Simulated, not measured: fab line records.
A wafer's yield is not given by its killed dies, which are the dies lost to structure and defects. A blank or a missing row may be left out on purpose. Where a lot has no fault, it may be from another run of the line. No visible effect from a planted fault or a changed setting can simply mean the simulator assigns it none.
Split-lot study | flow gf180mcu | 20 wafers read across 5 lots, on a route 602 steps long

== THE SPLIT ITSELF ==
At GF_M4_COAT_09 (resist thk 1000 nm), the setting resist-thk-nm was moved away from the recipe's 1000 nm on 4 of the 20 wafers read, by -5.8% to +1.8%. This setting was run at the recipe's value on the other wafers.

== FROM THE SPLIT TO THE READING: what the file shows between them, 2 steps ==
- GF_M4_SOFTBAKE_10: time 60 s
- GF_M4_EXPOSE_11: exposes mask Metal4, target cd 280 nm

== THE READING ==
KrF_of_M4_COAT_09.thk-nm (the simulator's own value, which no gauge read), in nm, at GF_M4_METAL_ETCH_16 (etches the open film in Cl2/BCl3, stops on SiO2, target depth 627.5 nm, time 104.6 s). The file gives no usual value for it. Across the 16 wafers here that went through the recipe, the average is 736.3 nm and the standard deviation 5.8 nm.

wafer  | tool, chamber at the split | resist-thk-nm as run, nm | against the recipe | KrF_of_M4_COAT_09.thk-nm, nm | against lot-mates on the recipe
L074.1 | litho-track-01, 0          | 1000                     | recipe             | 732.4                        | -
L074.2 | litho-track-01, 0          | 1000                     | recipe             | 738.7                        | -
L074.3 | litho-track-01, 0          | 1000                     | recipe             | 740.6                        | -
L074.4 | litho-track-01, 0          | 1000                     | recipe             | 733.7                        | -
L074.6 | litho-track-01, 0          | 1000                     | recipe             | 738.2                        | -
L077.2 | litho-track-03, 0          | 1000                     | recipe             | 739.7                        | -
L077.6 | litho-track-03, 0          | 941.8                    | -5.8%              | 685.1                        | -54.6
L081.2 | litho-track-01, 0          | 1000                     | recipe             | 743.6                        | -
L081.4 | litho-track-01, 0          | 1000                     | recipe             | 739                          | -
L081.6 | litho-track-01, 0          | 1000                     | recipe             | 742.1                        | -
L082.1 | litho-track-01, 0          | 1000                     | recipe             | 728.7                        | -
L082.3 | litho-track-01, 0          | 1018                     | +1.8%              | 743.5                        | +16.9
L082.4 | litho-track-01, 0          | 1018                     | +1.8%              | 745                          | +18.4
L082.5 | litho-track-01, 0          | 1000                     | recipe             | 724.5                        | -
L082.6 | litho-track-01, 0          | 1018                     | +1.8%              | 745.6                        | +19.0
L085.1 | litho-track-03, 0          | 1000                     | recipe             | 739.9                        | -
L085.2 | litho-track-03, 0          | 1000                     | recipe             | 730.4                        | -
L085.3 | litho-track-03, 0          | 1000                     | recipe             | 732.3                        | -
L085.4 | litho-track-03, 0          | 1000                     | recipe             | 746.3                        | -
L085.6 | litho-track-03, 0          | 1000                     | recipe             | 731.4                        | -

FIT RESULTS
A straight line over all 20 wafers: KrF_of_M4_COAT_09.thk-nm changes by +7.87 nm for each +1% of resist-thk-nm; r = +0.90; the points scatter about the line by 6 nm.
The same after taking each lot's own level away (the mean of its wafers on the recipe; 20 wafers): +9.53 nm for each +1%; r = +0.97; scatter 3.8 nm.
The reading moves by 55 nm for the largest change in resist-thk-nm, on that fit.
Across the lots, their own levels run from 726.60 to 741.57 nm, a range of 2.6 times the standard deviation given above.
Thus the slope moves with the lot-to-lot level: the two fits are different.
Check: for one of the wafers moved furthest among these (-5.8%), held out of the fit, the line's prediction against its lot-mates is -58.5 nm. Against them it came out at -54.6 nm.

== FURTHER SPLITS ON THESE WAFERS ==
Note: prior to the reading, these wafers also went through further splits. Each is held against what the fit with the lots' levels taken away leaves over:
other split on the same wafers | wafers away from the commonest value | r with KrF_of_M4_COAT_09.thk-nm (lot level and that fit taken away)
GF_V3_SPUTTER_21 time-s        | 5                                    | -0.18
GF_M4_SPUTTER_01 power-w       | 4                                    | +0.01

== THE WHOLE CHAIN: every reading that the file lists as answering this split, in the file's order ==
step                | what it does                                                                         | reading                                                                   | change (the file's fit)              | r (the file's)
GF_M4_COAT_09       | resist thk 1000 nm                                                                   | KrF_of_M4_COAT_09.thk-nm (the simulator's own value, which no gauge read) | +9.98 nm for each +1% of the setting | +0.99
GF_M4_METAL_ETCH_16 | etches the open film in Cl2/BCl3, stops on SiO2, target depth 627.5 nm, time 104.6 s | KrF_of_M4_COAT_09.thk-nm (the simulator's own value, which no gauge read) | +9.52 nm for each +1% of the setting | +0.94
GF_M4_STRIP_17      | strips in O2/N2                                                                      | strip-time-to-endpoint-s                                                  | withheld for each +1% of the setting | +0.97

== THE FILE'S OWN FIT ==
KrF_of_M4_COAT_09.thk-nm changes by +9.52 nm for each +1% of resist-thk-nm, r = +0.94.
